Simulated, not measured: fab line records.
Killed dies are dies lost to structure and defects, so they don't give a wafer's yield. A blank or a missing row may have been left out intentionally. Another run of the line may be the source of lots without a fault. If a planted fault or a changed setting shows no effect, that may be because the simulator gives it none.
Which tool is to blame? ; flow sky130 ; 12 lots with 36 wafers sampled at 5 steps, on a route of 708 steps

WHAT THE GAUGES READ, wafer by wafer
SKY_POLY_GATE_THK_MEAS_21. Usual: for POLY_GATE_OXIDATION_THK the level is 4.02 nm and the standard deviation is 0.091.
lot;measured;on;POLY_GATE_OXIDATION_THK (nm);flag
L918;day 16 14:38;film-metro-01;4.08 4.15 4.06;
L919;day 17 01:32;film-metro-02;4.00 4.03 4.04;
L920;day 17 10:10;film-metro-03;4.01 4.04 4.08;
L923;day 18 21:43;film-metro-03;4.16 4.20 4.14;
L925;day 19 10:29;film-metro-01;4.01 3.98 3.91;
L927;day 19 22:59;film-metro-03;4.03 4.04 3.98;
L926;day 20 00:07;film-metro-03;3.89 3.80 3.85;
L928;day 20 10:28;film-metro-01;3.87 3.86 3.93;
L931;day 22 02:01;film-metro-03;4.17 4.12 4.08;
L937;day 23 18:50;film-metro-01;3.97 3.98 4.00;
L938;day 23 23:55;film-metro-03;3.91 3.99 3.96;
L940;day 24 23:42;film-metro-02;4.01 4.06 4.05;

SKY_SD_N_RS_MEAS_17: uses a four-point probe to measure. Usual: for SD_P_RS the level is 147.1 ohm/sq and the standard deviation is 0.38.
lot;measured;on;SD_P_RS (ohm/sq);flag
L918;day 27 22:52;film-metro-02;147.4 147.7 147.5;
L919;day 28 12:50;film-metro-03;146.7 147.1 147.0;
L920;day 28 19:12;film-metro-01;147.5 147.5 147.1;
L923;day 30 06:48;film-metro-02;147.5 147.2 147.4;
L925;day 30 16:52;film-metro-02;147.6 147.7 147.3;
L927;day 31 04:59;film-metro-03;146.9 146.6 146.9;
L926;day 31 05:47;film-metro-02;147.6 147.5 147.7;
L928;day 31 13:45;film-metro-03;147.2 147.4 147.5;
L931;day 33 00:04;film-metro-03;147.0 146.8 146.9;
L937;day 34 11:52;film-metro-02;149.2 149.2 148.9;OFF
L938;day 34 17:48;film-metro-01;148.6 148.5 148.9;OFF
L940;day 35 14:08;film-metro-03;146.6 146.7 146.9;

TOOL THAT RAN EACH LOT (tool first, then ch and the chambers of the sampled wafers, then the start)
lot;SKY_LDD_LDN_STRIP_12;SKY_SD_P_IMPLANT_09;SKY_SD_N_RTA_14
L918;plasma-asher-03 ch 0,1, day 22 22:14;implanter-04 ch 0, day 25 11:55;rtp-anneal-01 ch 0, day 27 22:33
L919;plasma-asher-02 ch 0,1, day 23 10:57;implanter-03 ch 0, day 26 03:03;rtp-anneal-02 ch 0, day 28 12:32
L920;plasma-asher-03 ch 0,1, day 23 19:44;implanter-03 ch 0, day 26 08:59;rtp-anneal-01 ch 0, day 28 18:54
L923;plasma-asher-02 ch 0,1, day 25 07:55;implanter-03 ch 0, day 27 21:12;rtp-anneal-02 ch 0, day 30 06:30
L925;plasma-asher-02 ch 0,1, day 25 19:50;implanter-04 ch 0, day 28 07:43;rtp-anneal-01 ch 0, day 30 16:33
L927;plasma-asher-03 ch 0,1, day 26 07:35;implanter-02 ch 0, day 28 20:37;rtp-anneal-01 ch 0, day 31 04:41
L926;plasma-asher-02 ch 0,1, day 26 08:10;implanter-04 ch 0, day 28 20:45;rtp-anneal-02 ch 0, day 31 05:29
L928;plasma-asher-01 ch 0, day 26 18:18;implanter-04 ch 0, day 29 06:57;rtp-anneal-01 ch 0, day 31 13:27
L931;plasma-asher-03 ch 0,1, day 28 07:07;implanter-03 ch 0, day 30 16:55;rtp-anneal-01 ch 0, day 32 23:44
L937;plasma-asher-01 ch 0,1, day 29 20:41;implanter-03 ch 0, day 32 06:07;rtp-anneal-02 ch 0, day 34 11:34
L938;plasma-asher-02 ch 0, day 30 03:04;implanter-03 ch 0, day 32 12:47;rtp-anneal-01 ch 0, day 34 17:30
L940;plasma-asher-03 ch 0,1, day 30 23:14;implanter-02 ch 0, day 33 07:43;rtp-anneal-01 ch 0, day 35 13:49
- SKY_LDD_LDN_STRIP_12: strips in O2/N2.
- SKY_SD_P_IMPLANT_09
- SKY_SD_N_RTA_14: time 2 s.

AS READ BY THE TOOLS THEMSELVES (means over the sampled wafers that have a number; for cases with no such wafer, the mark the record gives instead)
SKY_LDD_LDN_STRIP_12. Usual: drypump-motor-current-A 5.5 A, standard deviation 0.55; oes-product-au 0.716 a.u., standard deviation 0.0046; strip-time-to-endpoint-s 14.19 s, standard deviation 0.042.
lot;tool;drypump-motor-current-A (A);oes-product-au (a.u.);strip-time-to-endpoint-s (s);flag
L918;plasma-asher-03;5.3;0.713;14.20;
L919;plasma-asher-02;5.7;0.716;14.17;
L920;plasma-asher-03;5.6;0.715;14.18;
L923;plasma-asher-02;5.7;0.719;14.13;
L925;plasma-asher-02;5.7;0.718;14.24;
L927;plasma-asher-03;5.6;0.719;14.18;
L926;plasma-asher-02;5.7;0.716;14.15;
L928;plasma-asher-01;4.7;0.715;14.13;
L931;plasma-asher-03;5.6;0.716;14.17;
L937;plasma-asher-01;5.2;0.716;14.19;
L938;plasma-asher-02;5.7;0.714;14.12;
L940;plasma-asher-03;5.6;0.717;14.14;

SKY_SD_P_IMPLANT_09. Usual: beam-energy-keV reads 20.000 (standard deviation 0.0053).
lot;tool;beam-energy-keV;flag
L918;implanter-04;19.997;
L919;implanter-03;20.000;
L920;implanter-03;20.001;
L923;implanter-03;19.997;
L925;implanter-04;20.002;
L927;implanter-02;19.998;
L926;implanter-04;20.005;
L928;implanter-04;19.998;
L931;implanter-03;19.997;
L937;implanter-03;19.439;OFF
L938;implanter-03;19.433;OFF
L940;implanter-02;20.003;

SKY_SD_N_RTA_14. Usual: lamp-power-pct 15.74 %, standard deviation 0.055; wafer_temp_C_max 1078.0, standard deviation 1.3.
lot;tool;lamp-power-pct (%);wafer_temp_C_max;flag
L918;rtp-anneal-01;15.75;1077.9;
L919;rtp-anneal-02;15.74;1078.9;
L920;rtp-anneal-01;15.69;1078.1;
L923;rtp-anneal-02;15.77;1077.7;
L925;rtp-anneal-01;15.75;1077.4;
L927;rtp-anneal-01;15.74;1077.3;
L926;rtp-anneal-02;15.70;1077.5;
L928;rtp-anneal-01;15.65;1077.5;
L931;rtp-anneal-01;15.67;1078.5;
L937;rtp-anneal-02;15.77;1078.2;
L938;rtp-anneal-01;15.73;1077.9;
L940;rtp-anneal-01;15.70;1078.7;

THE ANSWER, worked out from the rows above alone
Rule: a lot counts as off when the mean over its wafers that have a number is more than 3 standard deviations away from the usual mean. A lot without any number at a reading at which 4 lots or more have one is off too. Where the step has rows for the other lots, those lots are counted as sound. The gauges are gone through in route order, then the tools' own readings, and for those a lot's mean is taken as printed above. At the first step where some lot is off, the reading lying furthest off is the one used; lots without a number count as furthest.
Off: at SKY_SD_N_RS_MEAS_17 (SD_P_RS), L937, L938.
If a tool, at a process step before that reading, ran all the lots that are off and no sound lot after the first of them, it fits. The gauges at SKY_SD_N_RS_MEAS_17 aren't tried: what is off there is off at SKY_SD_P_IMPLANT_09 too, on other tools, and a gauge's error can't cause that. One fits: implanter-03 at SKY_SD_P_IMPLANT_09. Its last sound lot is L931 (day 30 16:55), its first lot that is off L937 (day 32 06:07): a fault that began between those two fits.
On the lots that are off, the tool's own readings at SKY_SD_P_IMPLANT_09 differ by more than 5 times the standard deviation of the sound lots' means, which bears it out; beam-energy-keV reads 19.436 there versus 20.000 on the sound lots.

WHAT WAS PUT IN BY THE SIMULATOR
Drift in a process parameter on implanter-03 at SKY_SD_P_IMPLANT_09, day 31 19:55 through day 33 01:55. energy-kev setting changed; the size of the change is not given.
Shown lots that were struck: L937, L938. The rule given above showed the same thing.
